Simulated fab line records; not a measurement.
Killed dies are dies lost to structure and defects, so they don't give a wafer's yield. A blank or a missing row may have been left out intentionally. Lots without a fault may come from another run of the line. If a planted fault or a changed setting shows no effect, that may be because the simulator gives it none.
Matching of chambers | flow sky130 | SKY_LI_CONTACT_CMP_02 on cmp-02: 4 sister chambers
The step polishes PSG. 18 wafers are shown with their chamber, then 9 later ones without.

## WAFERS, EACH WITH ITS CHAMBER
wafer  | chamber | motor-current-A (A) | time-to-endpoint-s (s) | platen-rpm (rpm)
L812.1 | 2       | 11.4                | 33.2                   | 59.96
L812.2 | 3       | 12.7                | 30.6                   | 60.04
L812.4 | 0       | 13.3                | 30.6                   | 60.00
L817.1 | 2       | 11.4                | 32.0                   | 59.97
L817.2 | 1       | 11.5                | 32.2                   | 60.03
L817.4 | 3       | 12.6                | 31.5                   | 60.13
L818.2 | 3       | 12.1                | 29.6                   | 60.00
L818.3 | 0       | 13.6                | 33.0                   | 60.02
L818.6 | 1       | 10.8                | 35.9                   | 59.97
L821.1 | 1       | 11.9                | 33.6                   | 60.05
L821.4 | 3       | 12.6                | 30.9                   | 60.00
L821.6 | 0       | 14.4                | 32.0                   | 60.01
L824.3 | 2       | 11.4                | 36.0                   | 59.98
L824.5 | 1       | 12.8                | 34.4                   | 60.03
L824.6 | 2       | 11.1                | 34.3                   | 59.99
L826.1 | 1       | 12.7                | 35.9                   | 60.05
L826.4 | 3       | 12.6                | 35.3                   | 60.02
L826.5 | 2       | 11.0                | 34.1                   | 60.01

SIGNATURES, as means of the wafers listed above
reading            | chamber 0 | chamber 1 | chamber 2 | chamber 3 | scatter within a chamber
motor-current-A    | 13.767    | 11.940    | 11.260    | 12.520    | 0.524
time-to-endpoint-s | 31.867    | 34.400    | 33.920    | 31.580    | 1.71
platen-rpm         | 60.0100   | 60.0260   | 59.9820   | 60.0380   | 0.0355
Rule: for each reading, subtract the chamber's mean from the wafer's reading, divide by that reading's scatter and square the result; add these up over the readings and take the root, which gives the wafer's distance from the chamber. If the next closest chamber is less than 2 further off than the closest, the wafer can't be placed; otherwise it belongs to the closest. The scatter is the square root of a quotient: the sum, over the shown wafers, of each reading's squared deviation from its chamber's mean, divided by wafers minus chambers.

## WAFERS MISSING THEIR CHAMBER
wafer  | motor-current-A (A) | time-to-endpoint-s (s) | platen-rpm (rpm)
L827.1 | 11.3                | 30.7                   | 60.00
L827.4 | 12.7                | 33.9                   | 60.08
L827.5 | 13.9                | 34.3                   | 60.05
L829.1 | 13.7                | 30.8                   | 60.01
L829.3 | 11.4                | 30.4                   | 59.96
L829.5 | 11.1                | 33.2                   | 59.98
L830.1 | 11.8                | 36.5                   | 59.97
L830.2 | 12.5                | 34.6                   | 59.98
L830.6 | 13.1                | 36.0                   | 60.03

## CHAMBER TAKEN BY EACH
wafer  | from the rows above               | in truth
L827.1 | can't be placed: 2 or 1 or 3      | 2
L827.4 | can't be placed: 3 or 1 or 0      | 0
L827.5 | can't be placed: 0 or 3 or 1      | 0
L829.1 | can't be placed: 0 or 3           | 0
L829.3 | can't be placed: 2 or 3 or 1      | 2
L829.5 | can't be placed: 2 or 1           | 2
L830.1 | can't be placed: 2 or 1 or 3      | 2
L830.2 | can't be placed: 1 or 2 or 3 or 0 | 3
L830.6 | can't be placed: 1 or 0 or 3 or 2 | 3
Correctly placed: 0 of 9. Not placeable from these rows: 9 (in 9, the candidates include the true chamber). Number placed wrongly: 0.
